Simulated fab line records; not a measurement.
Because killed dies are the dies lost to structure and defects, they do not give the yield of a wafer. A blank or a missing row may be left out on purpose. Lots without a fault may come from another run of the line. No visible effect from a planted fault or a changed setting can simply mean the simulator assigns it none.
Struck lot and sound lot, side by side | flow sky130 | 19 out of 708 route steps
Sound: these wafers, L709.1, L709.4, L709.6. The struck wafers were L722.1, L722.2, L722.5. At the end, the cause is stated.
Order at every step that has rows: each side's tool, ch and its chambers, its first start. Under that, the readings that differ: sound wafers | struck wafers | difference of the means | sigmas: that difference in standard deviations of wafers without a fault.
alike: a reading whose means differ by less than 2 such deviations, as well as words and numbers matching on both sides. not compared: withheld readings; readings where some wafer has no value; bounds like >300 that might hide an equal value; numbers whose values overlap and for which the record gives no deviation.
The two part at a step that has a row with sigmas, a row that says differs or no value, or rows on one side only. When numbers do not overlap yet have no deviation, they are printed without sigmas and do not part them. A reading missing from all wafers of one side parts the sides only when that side holds two or more wafers.

first, 4 steps without rows for these wafers: SKY_VT_ADJUST_LVTN_SOFTBAKE_14 (time 60 s); SKY_VT_ADJUST_LVTN_EXPOSE_15 (exposes mask HVN STD DERIVED, target cd 600 nm); SKY_VT_ADJUST_LVTN_PEB_16; SKY_VT_ADJUST_LVTN_DEVELOP_17 (develop time 60 s).
SKY_VT_ADJUST_LVTN_OVL_MEAS_18:
  sound on overlay-02 at day 8 14:11; struck on overlay-01 at day 12 13:35
  alike: VT_ADJUST_LVTN_01_OVL
following that, these wafers have no rows for 1 step: SKY_VT_ADJUST_LVTN_IMPLANT_19.
SKY_VT_ADJUST_LVTN_STRIP_20: strips in O2/N2.
  sound on plasma-asher-04 ch 0,1, day 8 14:23; struck on plasma-asher-04 ch 0,1, day 12 13:47
  alike: drypump-motor-current-A, oes-product-au, strip-time-to-endpoint-s
  not compared: rf-hours-counter-h
SKY_VT_ADJUST_LVTN_TW_MEAS_21:
  sound on film-metro-03 at day 8 14:29; struck on film-metro-03 at day 12 13:53
  alike: VT_ADJUST_LVTN_2_TW
then, 4 steps without rows for these wafers: SKY_VT_ADJUST_NCORE_DEHYDRATE_00 (time 60 s); SKY_VT_ADJUST_NCORE_HMDS_01 (prime time 60 s); SKY_VT_ADJUST_NCORE_COAT_02 (resist thk 1140 nm); SKY_VT_ADJUST_NCORE_SOFTBAKE_03 (time 60 s).
SKY_VT_ADJUST_NCORE_EXPOSE_04: exposes mask LVTN COMPLEMENT THIN, target cd 380 nm.
  sound on iline-stepper-02 ch 0, day 9 01:44; struck on iline-stepper-02 ch 0, day 13 02:37
  reading                                 | sound                   | struck               | difference | sigmas
  model.VT_ADJUST_NCORE.overlay-x-nm (nm) | -0.6534 -0.6534 -0.6534 | -127.2 -127.2 -127.2 | -126.5     |
  alike: mask, focus-offset-nm
then, 2 steps without rows for these wafers: SKY_VT_ADJUST_NCORE_PEB_05; SKY_VT_ADJUST_NCORE_DEVELOP_06 (develop time 60 s).
SKY_VT_ADJUST_NCORE_CD_MEAS_07 targets a cd of 380 nm.
  sound on cd-sem-01 at day 9 12:47; struck on cd-sem-01 at day 13 14:53
  alike: cd-nm
SKY_VT_ADJUST_NCORE_OVL_MEAS_08:
  sound on overlay-02 at day 9 12:54; struck on overlay-01 at day 13 15:01
  reading                  | sound          | struck               | difference | sigmas
  VT_ADJUST_NCORE_OVL (nm) | -1.4 -1.0 -1.4 | -125.7 -124.9 -125.9 | -124.2     | -78
following that, these wafers have no rows for 1 step: SKY_VT_ADJUST_NCORE_IMPLANT_09.
-- a jump in the record: the struck wafers' starts before and after are 36 days apart (it breaks off in module VT_ADJUST_NCORE and resumes in module PAD_OPEN, where the first step shown is number 708 of the route) --
SKY_PAD_OPEN_PROBE_99:
  sound on prober-01 at day 46 23:13; struck on prober-02 at day 49 23:22
  reading         | sound | struck | difference | sigmas
  killed_at_M4_up | 10 7  | 2 5 3  | -5         | -2
  killed-at-other | 2 1   | 0 0 0  | -2         | -3
  alike: killed_at_M0_to_M3, killed-at-contacts, killed-at-front-end, killed-dies, killed-open, killed-short
  not compared: model.etest.sram-nfet-pass.drive-ua-um, model.etest.sram-nfet-pass.off-log10-a-um, model.etest.sram-nfet-pass.vt-sat-v, model.etest.sram-nfet-pass.vt-v

== WHERE THEY PART ==
First at SKY_VT_ADJUST_NCORE_OVL_MEAS_08; last, within this record, at SKY_PAD_OPEN_PROBE_99.

WHY: what the simulator had put in
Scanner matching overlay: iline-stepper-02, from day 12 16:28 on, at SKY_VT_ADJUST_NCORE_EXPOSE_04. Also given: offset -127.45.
